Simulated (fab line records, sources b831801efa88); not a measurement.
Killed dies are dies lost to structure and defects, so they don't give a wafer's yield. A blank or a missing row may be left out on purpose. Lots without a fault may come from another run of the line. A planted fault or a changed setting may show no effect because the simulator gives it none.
Problem report in the 8D (eight disciplines) form, filled by code | flow sky130 | the parts of the form that need people (team, actions taken, sign-off) are left out

1. THE PROBLEM
run_length_s at SKY_VIA3_ETCH_15 reads a mean of 115.6 s on 6 wafers of 2 lots; wafers without a fault read 106.1 s with a standard deviation of 0.42. That is +23 standard deviations from the usual mean.
The step: etches SiO2 in C4F8/O2/Ar, stops on TiN, target depth 507 nm, time 78 s.
First seen on wafer L306.1, day 43 04:56, on rie_diel-04. The record holds 39 wafers of 13 lots with a number at this step. Rule for "out", or "out of limits": more than 4 standard deviations from the usual mean. The other wafers with a number count as sound.

2. WHAT IT IS AND WHAT IT IS NOT
question                    | is                           | is not
which readings at this step | run_length_s, oes_product_au | -
which lots                  | L306, L308                   | L294, L295, L296, L297, L298, L301, L302, L312, L314, L316, L317
which wafers of those lots  | all that have a number       | -
read on which tools         | rie_diel-04                  | rie_diel-02, rie_diel-03
when                        | from day 43 04:56            | up to then (21 sound wafers); but 12 sound wafers of L312, L314, L316, L317 came after

3. SUSPECTS, AND WHAT RULES EACH OUT
Counting: a tool at a process step up to the reading stays a suspect if it ran every lot that is out and no sound lot after the first of them.
- rie_diel-04 at SKY_VIA3_ETCH_15 (etches SiO2 in C4F8/O2/Ar, stops on TiN, target depth 507 nm, time 78 s): kept. It ran every lot that is out, first L306 (day 43 04:56), and no sound lot after that; its last sound lot up to then is L302 (day 42 06:20). Its own readings are out on those wafers: oes_product_au, run_length_s.
Left after counting: rie_diel-04 at SKY_VIA3_ETCH_15.

4. THE CAUSE (what the simulator had put in)
Process parameter drift: rie_diel-04, from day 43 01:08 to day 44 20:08, at SKY_VIA3_ETCH_15. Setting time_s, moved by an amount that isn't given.
Counting left only this tool.

5. THE CHAIN OF EFFECTS, in route order
Each row: a reading whose mean over the struck wafers that have a number lies more than 3 standard deviations from the usual. Only readings for which the record gives a usual standard deviation are gone through. hours: the time from each lot's start at the first step in this table that gives one to its start at this step, as a median over the lots. sigmas: the change in usual standard deviations.
hours | step              | reading                  | usual      | on struck wafers | change | sigmas
0     | SKY_VIA3_ETCH_15  | oes_product_au           | 0.947 a.u. | 0.887            | -0.060 | -11
0     | SKY_VIA3_ETCH_15  | run_length_s             | 106.1 s    | 115.6            | +9.5   | +23
0     | SKY_VIA3_STRIP_16 | strip_time_to_endpoint_s | 4.129 s    | 3.992            | -0.137 | -4.9
The process steps in it:
- SKY_VIA3_ETCH_15: etches SiO2 in C4F8/O2/Ar, stops on TiN, target depth 507 nm, time 78 s.
- SKY_VIA3_STRIP_16: strips in O2/N2.

6. WHAT WOULD HAVE CAUGHT IT SOONER
In this record the first reading out of limits was taken at day 43 04:56, 4 hours after the fault began at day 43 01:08.
